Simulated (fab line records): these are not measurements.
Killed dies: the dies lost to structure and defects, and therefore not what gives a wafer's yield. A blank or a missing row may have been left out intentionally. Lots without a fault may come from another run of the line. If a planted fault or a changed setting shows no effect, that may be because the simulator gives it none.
Matching of chambers -- flow gf180mcu -- 3 sister chambers for GF_V2_CVD_02 on pecvd-04
The step deposits SiO2 from TEOS, target thk 850 nm, time 94.851 s. 14 wafers are shown with their chamber, then 7 later ones without.

## WAFERS, EACH WITH ITS CHAMBER
wafer,chamber,heater power w (W),susceptor temp C (C)
L997.1,0,631,399.93
L997.5,2,705,400.21
L997.6,1,630,399.96
L100.3,2,656,399.74
L100.5,2,715,399.67
L100.6,0,609,400.14
L103.2,1,650,400.12
L103.4,0,605,400.11
L103.5,2,722,399.97
L105.1,2,702,400.11
L105.4,1,690,399.89
L105.6,2,724,400.00
L106.2,2,692,400.24
L106.3,0,578,399.53

SIGNATURES (means of the wafers above)
reading,chamber 0,chamber 1,chamber 2,scatter within a chamber
heater power w,605.75,656.67,702.29,24.4
susceptor temp C,399.9275,399.9900,399.9914,0.225
Rule: for each reading, subtract the chamber's mean from the wafer's reading, divide by that reading's scatter and square the result; add these up over the readings and take the root, which gives the wafer's distance from the chamber. The wafer belongs to the nearest chamber; if the next one is less than 2 further off, it can't be placed. How the scatter is found: for the shown wafers, subtract from each reading the mean of its chamber, square and add these, divide the total by (wafers less chambers), then take the root.

## WAFERS WHOSE CHAMBER IS MISSING
wafer,heater power w (W),susceptor temp C (C)
L106.6,622,400.13
L108.1,583,400.06
L108.3,709,399.68
L108.6,616,400.08
L110.1,746,400.28
L110.2,591,399.94
L110.4,580,399.92

## THE CHAMBER EACH PASSED THROUGH
wafer,from the rows above,in truth
L106.6,can't be placed: 0 or 1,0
L108.1,can't be placed: 0 or 1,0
L108.3,can't be placed: 2 or 1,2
L108.6,can't be placed: 0 or 1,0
L110.1,can't be placed: 2 or 1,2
L110.2,0,0
L110.4,0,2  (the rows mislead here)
1 of 7 placed correctly. These rows do not allow placing 5 (true chamber among the candidates in 5). Wrongly placed: 1.
